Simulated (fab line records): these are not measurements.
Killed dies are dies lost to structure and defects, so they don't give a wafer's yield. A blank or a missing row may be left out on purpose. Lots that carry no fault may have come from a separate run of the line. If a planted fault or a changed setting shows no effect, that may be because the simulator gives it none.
A lot that was struck, set against a sound lot / flow sky130 / 17 steps out of a route of 708
Sound: the wafers L868.3, L868.5, L868.6. Wafers struck: L879.1, L879.2, L879.6. At the end, the cause is stated.
Per side, at each step with rows, come the tool, then ch with its chambers, and then its first start. Under that, the readings that differ: sound wafers / struck wafers / difference of the means / sigmas: that difference in standard deviations of wafers without a fault.
alike: words and numbers the same on both sides, and readings whose means are apart by under 2 such deviations; not compared: readings that were withheld, readings missing a value for some wafer, numbers with overlapping values and no deviation given by the record, and bounds like >300 which may hide the same value.
The two part at a step that has a row with sigmas, a row that says differs or no value, or rows on one side only. When numbers do not overlap yet have no deviation, they are printed without sigmas and do not part them. A reading that every wafer of one side lacks parts them only if that side has two wafers or more.

first, 5 steps without rows for these wafers: SKY_SD_N_COAT_02 (resist thk 1140 nm); SKY_SD_N_SOFTBAKE_03 (time 60 s); SKY_SD_N_EXPOSE_04 (exposes mask NSDM, target cd 380 nm); SKY_SD_N_PEB_05; SKY_SD_N_DEVELOP_06 (develop time 60 s).
SKY_SD_N_CD_MEAS_07: target cd 380 nm.
  sound on cd_sem-02 at day 30 14:34; struck on cd_sem-02 at day 36 21:52
  alike: cd_nm
SKY_SD_N_OVL_MEAS_08:
  sound on overlay-01 at day 30 14:39; struck on overlay-02 at day 36 21:59
  alike: SD_N_OVL
then, 2 steps without rows for these wafers: SKY_SD_N_IMPLANT_09; SKY_SD_N_IMPLANT_10.
SKY_SD_N_STRIP_11: strips in O2/N2.
  sound on plasma_asher-02 ch 0,1, day 30 15:01; struck on plasma_asher-03 ch 0,1, day 36 22:19
  alike: drypump_motor_current_A, oes_product_au, strip_time_to_endpoint_s
  not compared: rf_hours_counter_h
SKY_SD_N_TW_MEAS_12:
  sound on film_metro-02 at day 30 15:06; struck on film_metro-03 at day 36 22:25
reading=SD_N_TW; sound=4044 4058 4052; struck=3962 3946 3970; difference=-92; sigmas=-2
then, 1 step without rows for these wafers: SKY_SD_N_CLEAN_13 (cleans in SC1/SC2, time 150 s).
SKY_SD_N_RTA_14: time 2 s.
  sound on rtp_anneal-01 ch 0, day 30 15:13; struck on rtp_anneal-01 ch 0, day 36 22:32
  alike: anneal_temp_c_max, lamp_power_pct, wafer_temp_C_max
SKY_SD_N_RS_MEAS_16: the measuring method here is four-point-probe.
  sound on film_metro-04 at day 30 15:24; struck on film_metro-02 at day 36 23:04
reading=SD_N_RS (ohm/sq); sound=68.51 68.57 68.54; struck=71.41 71.15 71.28; difference=+2.74; sigmas=+25
  not compared: hold
SKY_SD_N_RS_MEAS_17: the measuring method here is four-point-probe.
  sound on film_metro-04 at day 30 15:31; struck on film_metro-02 at day 37 00:48
reading=SD_P_RS (ohm/sq); sound=146.8 147.0 146.7; struck=162.9 163.1 163.1; difference=+16.2; sigmas=+43
  not compared: hold
SKY_SD_N_RS_MEAS_18: the measuring method here is four-point-probe.
  sound on film_metro-04 at day 30 15:38; struck on film_metro-02 at day 37 02:35
reading=hold; sound=- - -; struck=await_dispo/1.6h/release await_dispo/1.6h/release await_dispo/1.6h/release; difference=no value on the sound wafers; sigmas=
  alike: RES_XHIGH_RS
-- the record jumps here: 16 days lie between the struck wafers' starts before and after (it left off in module SD_N and takes up again in module PAD_OPEN, whose first step shown is number 708 of the route) --
SKY_PAD_OPEN_PROBE_99:
  sound on prober-01 at day 48 08:42; struck on prober-02 at day 52 15:23
reading=model.etest.res_xhigh_po.line_ohm_um; sound=5721 5824 5799; struck=6739 6834 6728; difference=+986; sigmas=
reading=model.etest.res_xhigh_po.rs_ohm_sq_rim_less_centre; sound=-7.86 -23.24 -3.623; struck=583.5 603.3 590.1; difference=+603.9; sigmas=
reading=model.etest.res_xhigh_po.rs_ohm_sq_range; sound=27.82 33.94 40.99; struck=589.6 627.5 609; difference=+574.5; sigmas=
reading=model.etest.res_xhigh_po.rs_ohm_sq; sound=1976 2026 1987; struck=2348 2410 2350; difference=+373; sigmas=
reading=model.etest.pfet_01v8.r_on_ohm_um; sound=2882 2891 2879; struck=3126 3072 3045; difference=+197; sigmas=
reading=model.etest.res_pdiff.line_ohm_um; sound=1379 1393 1393; struck=1546 1568 1566; difference=+172; sigmas=
reading=model.etest.tip_p.rs_ohm_sq; sound=6793 6817 6828; struck=6897 6918 6865; difference=+81; sigmas=
reading=model.etest.tip_p.rs_ohm_sq_rim_less_centre; sound=-38.32 -55.5 55.81; struck=194.3 154 151.4; difference=+179.2; sigmas=
  alike: killed_at_M0_to_M3, killed_at_M4_up, killed_at_contacts, killed_at_front_end, killed_at_other, killed_dies, killed_open, killed_short

WHERE THEY PART
At SKY_SD_N_TW_MEAS_12 first; at SKY_SD_N_RS_MEAS_18 last (within this record only). Later steps at which nothing parts them and some readings are alike: SKY_PAD_OPEN_PROBE_99.

WHY: whatever the simulator had introduced
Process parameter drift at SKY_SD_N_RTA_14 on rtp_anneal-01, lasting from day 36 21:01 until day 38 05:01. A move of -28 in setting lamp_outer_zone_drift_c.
